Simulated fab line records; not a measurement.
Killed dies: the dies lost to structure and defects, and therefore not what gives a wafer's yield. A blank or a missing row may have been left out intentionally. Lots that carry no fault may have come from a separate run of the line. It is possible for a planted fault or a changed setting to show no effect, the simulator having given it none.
Lot-split experiment || flow sky130 || 23 wafers read across 5 lots, on a route 708 steps long

== THE SPLIT ==
At SKY_VIA1_HDPCVD_00 (deposits SiO2, target thk 1030 nm, time 171.7 s), the setting sih4-flow-sccm was moved away from the recipe's 60 sccm on 5 of the 23 wafers read, by -12.5% to +10.2%. All remaining wafers had this setting at the recipe value.

The file shows no step between the split and the reading.

== THE READING ==
Values of VIA1_HDPCVD_THK in nm from SKY_VIA1_THK_MEAS_01. Fault-free wafers of this fab line usually give 1027 nm, standard deviation 10 nm.

{"wafer": "L074.1", "tool, chamber at the split": "hdpcvd-01, 0,0,2", "sih4-flow-sccm as run, sccm": 60, "against the recipe": "recipe", "VIA1_HDPCVD_THK, nm": 1026, "against lot-mates on the recipe": "-"}
{"wafer": "L074.3", "tool, chamber at the split": "hdpcvd-01, 2", "sih4-flow-sccm as run, sccm": 60, "against the recipe": "recipe", "VIA1_HDPCVD_THK, nm": 1010, "against lot-mates on the recipe": "-"}
{"wafer": "L074.4", "tool, chamber at the split": "hdpcvd-01, 0,0,2", "sih4-flow-sccm as run, sccm": 60, "against the recipe": "recipe", "VIA1_HDPCVD_THK, nm": 1024, "against lot-mates on the recipe": "-"}
{"wafer": "L074.5", "tool, chamber at the split": "hdpcvd-01, 0,0,2", "sih4-flow-sccm as run, sccm": 60, "against the recipe": "recipe", "VIA1_HDPCVD_THK, nm": 1023, "against lot-mates on the recipe": "-"}
{"wafer": "L074.6", "tool, chamber at the split": "hdpcvd-01, 1", "sih4-flow-sccm as run, sccm": 60, "against the recipe": "recipe", "VIA1_HDPCVD_THK, nm": 1031, "against lot-mates on the recipe": "-"}
{"wafer": "L080.1", "tool, chamber at the split": "hdpcvd-01, 2", "sih4-flow-sccm as run, sccm": 66.11, "against the recipe": "+10.2%", "VIA1_HDPCVD_THK, nm": 1140, "against lot-mates on the recipe": "+112"}
{"wafer": "L080.2", "tool, chamber at the split": "hdpcvd-01, 0", "sih4-flow-sccm as run, sccm": 60, "against the recipe": "recipe", "VIA1_HDPCVD_THK, nm": 1033, "against lot-mates on the recipe": "-"}
{"wafer": "L080.3", "tool, chamber at the split": "hdpcvd-01, 1", "sih4-flow-sccm as run, sccm": 66.11, "against the recipe": "+10.2%", "VIA1_HDPCVD_THK, nm": 1135, "against lot-mates on the recipe": "+107"}
{"wafer": "L080.4", "tool, chamber at the split": "hdpcvd-01, 0", "sih4-flow-sccm as run, sccm": 60, "against the recipe": "recipe", "VIA1_HDPCVD_THK, nm": 1023, "against lot-mates on the recipe": "-"}
{"wafer": "L080.5", "tool, chamber at the split": "hdpcvd-01, 2", "sih4-flow-sccm as run, sccm": 66.11, "against the recipe": "+10.2%", "VIA1_HDPCVD_THK, nm": 1123, "against lot-mates on the recipe": "+95"}
{"wafer": "L081.1", "tool, chamber at the split": "hdpcvd-02, 2", "sih4-flow-sccm as run, sccm": 60, "against the recipe": "recipe", "VIA1_HDPCVD_THK, nm": 1027, "against lot-mates on the recipe": "-"}
{"wafer": "L081.3", "tool, chamber at the split": "hdpcvd-02, 1", "sih4-flow-sccm as run, sccm": 60, "against the recipe": "recipe", "VIA1_HDPCVD_THK, nm": 1028, "against lot-mates on the recipe": "-"}
{"wafer": "L081.6", "tool, chamber at the split": "hdpcvd-02, 0", "sih4-flow-sccm as run, sccm": 60, "against the recipe": "recipe", "VIA1_HDPCVD_THK, nm": 1037, "against lot-mates on the recipe": "-"}
{"wafer": "L083.1", "tool, chamber at the split": "hdpcvd-02, 0", "sih4-flow-sccm as run, sccm": 60, "against the recipe": "recipe", "VIA1_HDPCVD_THK, nm": 1022, "against lot-mates on the recipe": "-"}
{"wafer": "L083.2", "tool, chamber at the split": "hdpcvd-02, 2", "sih4-flow-sccm as run, sccm": 60, "against the recipe": "recipe", "VIA1_HDPCVD_THK, nm": 1031, "against lot-mates on the recipe": "-"}
{"wafer": "L083.3", "tool, chamber at the split": "hdpcvd-02, 1", "sih4-flow-sccm as run, sccm": 60, "against the recipe": "recipe", "VIA1_HDPCVD_THK, nm": 1012, "against lot-mates on the recipe": "-"}
{"wafer": "L083.4", "tool, chamber at the split": "hdpcvd-02, 0", "sih4-flow-sccm as run, sccm": 60, "against the recipe": "recipe", "VIA1_HDPCVD_THK, nm": 1011, "against lot-mates on the recipe": "-"}
{"wafer": "L083.6", "tool, chamber at the split": "hdpcvd-02, 2", "sih4-flow-sccm as run, sccm": 60, "against the recipe": "recipe", "VIA1_HDPCVD_THK, nm": 1019, "against lot-mates on the recipe": "-"}
{"wafer": "L085.1", "tool, chamber at the split": "hdpcvd-01, 2", "sih4-flow-sccm as run, sccm": 52.51, "against the recipe": "-12.5%", "VIA1_HDPCVD_THK, nm": 881, "against lot-mates on the recipe": -147}
{"wafer": "L085.2", "tool, chamber at the split": "hdpcvd-01, 1,0", "sih4-flow-sccm as run, sccm": 60, "against the recipe": "recipe", "VIA1_HDPCVD_THK, nm": 1017, "against lot-mates on the recipe": "-"}
{"wafer": "L085.3", "tool, chamber at the split": "hdpcvd-01, 1,0", "sih4-flow-sccm as run, sccm": 60, "against the recipe": "recipe", "VIA1_HDPCVD_THK, nm": 1023, "against lot-mates on the recipe": "-"}
{"wafer": "L085.4", "tool, chamber at the split": "hdpcvd-01, 2", "sih4-flow-sccm as run, sccm": 52.51, "against the recipe": "-12.5%", "VIA1_HDPCVD_THK, nm": 893, "against lot-mates on the recipe": -135}
{"wafer": "L085.5", "tool, chamber at the split": "hdpcvd-01, 0", "sih4-flow-sccm as run, sccm": 60, "against the recipe": "recipe", "VIA1_HDPCVD_THK, nm": 1043, "against lot-mates on the recipe": "-"}
The file does not say which wafer passed through which chamber wherever a row lists several chambers: such a row stands for several wafers.

FIT RESULTS
A straight line over all 23 wafers: VIA1_HDPCVD_THK changes by +10.8 nm for each +1% of sih4-flow-sccm; r = +0.99; the points scatter about the line by 8.6 nm.
The same after taking each lot's own level away (the mean of its wafers on the recipe; 23 wafers): +10.8 nm for each +1%; r = +0.99; scatter 8 nm.
The reading moves by 1.3e+02 nm for the largest change in sih4-flow-sccm, on that fit.
Measured against the standard deviation above, the lots' own levels, which go from 1019.0 to 1030.7 nm, span 1.2 times it.
The two slopes are in agreement: the lot-to-lot level therefore moves the slope only a little.
Check: with one of the wafers moved furthest among these (-12.5%) left out of the fit, the line predicts -131 nm for it against its lot-mates. It came out at -147 nm against them.

== THE WHOLE CHAIN: every reading that the file lists as answering this split, in the file's order ==
{"step": "SKY_VIA1_HDPCVD_00", "what it does": "deposits SiO2, target thk 1030 nm, time 171.7 s", "reading": "SiO2_of_VIA1_HDPCVD_00.thk-nm (the simulator's own value, which no gauge read)", "change (the file's fit)": "+12 nm for each +1% of the setting", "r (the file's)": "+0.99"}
{"step": "SKY_VIA1_THK_MEAS_01", "what it does": "", "reading": "VIA1_HDPCVD_THK", "change (the file's fit)": "+10.9 for each +1% of the setting", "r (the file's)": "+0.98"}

== FILE'S OWN FIT ==
VIA1_HDPCVD_THK changes by +10.9 nm for each +1% of sih4-flow-sccm, r = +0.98.
